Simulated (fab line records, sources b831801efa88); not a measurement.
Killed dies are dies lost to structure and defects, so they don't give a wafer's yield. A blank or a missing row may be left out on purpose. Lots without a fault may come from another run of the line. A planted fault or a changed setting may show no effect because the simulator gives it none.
Chamber matching | flow sky130 | SKY_VIA4_CMP_02 on cmp-01: 4 sister chambers
The step polishes SiO2. 4 wafers are shown with their chamber, then 12 later ones without.

WAFERS WITH THEIR CHAMBER
wafer  | chamber | motor_current_A (A)
L088.5 | 3       | 12.0
L091.2 | 1       | 12.5
L091.3 | 0       | 10.8
L091.4 | 2       | 12.0

WAFERS WITHOUT THEIR CHAMBER
wafer  | motor_current_A (A)
L092.2 | 10.5
L092.3 | 11.8
L092.5 | 9.9
L093.1 | 11.5
L093.3 | 10.0
L093.6 | 11.7
L095.2 | 12.8
L095.3 | 12.1
L095.6 | 9.7
L096.1 | 12.0
L096.5 | 10.2
L096.6 | 12.1

WHICH CHAMBER EACH WENT THROUGH
wafer  | from the rows above               | in truth
L092.2 | 0                                 | 0
L092.3 | can't be placed: 2 or 3 or 1 or 0 | 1
L092.5 | 0                                 | 0
L093.1 | can't be placed: 2 or 3 or 0 or 1 | 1
L093.3 | 0                                 | 0
L093.6 | can't be placed: 2 or 3 or 1 or 0 | 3
L095.2 | can't be placed: 1 or 2 or 3      | 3
L095.3 | can't be placed: 2 or 3 or 1      | 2
L095.6 | 0                                 | 0
L096.1 | can't be placed: 2 or 3 or 1      | 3
L096.5 | 0                                 | 0
L096.6 | can't be placed: 2 or 3 or 1      | 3
Placed correctly: 5 of 12. Can't be placed from these rows: 7 (the true chamber is among the candidates in 7). Placed wrongly: 0.
How it was worked out, from the rows above alone: a wafer's distance from a chamber is the root of the sum, over the readings, of the square of ((its reading less the chamber's mean) divided by the reading's scatter). The wafer belongs to the nearest chamber; if the next one is less than 2 further off, it can't be placed. A chamber's mean is the mean of its shown wafers. The scatter: with one shown wafer a chamber, the root of the mean of the squares of how far each hidden wafer lies from its nearest shown one.
